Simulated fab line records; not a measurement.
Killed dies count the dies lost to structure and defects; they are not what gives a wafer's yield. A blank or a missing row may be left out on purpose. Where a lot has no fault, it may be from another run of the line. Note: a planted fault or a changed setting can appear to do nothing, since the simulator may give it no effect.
Problem report, 8D (eight disciplines) form, completed by code    flow sfq-line    the parts of the form that need people (team, actions taken, sign-off) are left out

## 1. WHAT IS WRONG
Wafers free of any fault read -4 nm (standard deviation 4.3) for I7_OVL at SFQ_I7_OVL_MEAS_947, against a mean of 89 nm on 9 wafers of 3 lots. Measured from the usual mean, that is +22 standard deviations.
The first sign was on wafer L670.2 at day 75 10:58, on overlay-01. The record has a number at this step for 15 wafers belonging to 5 lots. Rule for "out", or "out of limits": more than 4 standard deviations from the usual mean. Any other wafer with a number is counted as sound.

## 2. WHAT IT IS, AND WHAT IT ISN'T
question                     is                      is not
which readings at this step  I7_OVL                  -
which lots                   L670, L671, L672        L668, L669
which wafers of those lots   all that have a number  -
read on which gauges         overlay-01, overlay-02  -
when                         from day 75 10:58       up to then (6 sound wafers)

## 3. WHAT RULES OUT EACH SUSPECT
Counting: a tool at a process step up to the reading stays a suspect if it ran every lot that is out and no sound lot after the first of them.
- the gauge at SFQ_I7_OVL_MEAS_947: ruled out. The wafers that are out were read on 2 gauges (overlay-01, overlay-02).
- krf-scanner-01 at SFQ_TRILAYER_I7_VIA_LITHO_EXPOSE_188 (exposes mask I7, target cd 1000 nm): kept. All lots that are out passed through it, beginning with L670 at day 75 09:39, and no sound lot followed; its final sound lot before that point was L669 at day 73 03:39.
Left after counting: krf-scanner-01 at SFQ_TRILAYER_I7_VIA_LITHO_EXPOSE_188.

## 4. THE CAUSE (what the simulator had put in)
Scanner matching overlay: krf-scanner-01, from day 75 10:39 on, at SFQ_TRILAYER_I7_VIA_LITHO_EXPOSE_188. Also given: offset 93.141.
This tool alone remained once counting was done.

## 5. THE EFFECT CHAIN, in route order
Rows list readings where the struck wafers' mean (over those with a number) sits beyond 3 standard deviations from the usual. Only readings for which the record gives a usual standard deviation are gone through. hours: the time from each lot's start at the first step in this table that gives one to its start at this step, as a median over the lots. sigmas: the change in usual standard deviations.
hours  step                 reading  usual  on struck wafers  change  sigmas
0      SFQ_I7_OVL_MEAS_947  I7_OVL   -4 nm  89                +93     +22

## 6. WHAT WOULD HAVE CAUGHT IT SOONER
The first out-of-limits reading at a measuring or inspecting step in this record came at day 75 10:58, 0 hours after the fault's start at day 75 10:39.
Of the tool readings at SFQ_TRILAYER_I7_VIA_LITHO_EXPOSE_188 for which the record gives a usual standard deviation, none was out on any struck wafer, so an alarm limit of 4 standard deviations on them would not have fired.
Of the lots that are out (3), L671, L672 began SFQ_TRILAYER_I7_VIA_LITHO_EXPOSE_188 on krf-scanner-01 after day 75 10:58. A hold on the tool at that time would have spared those 2.
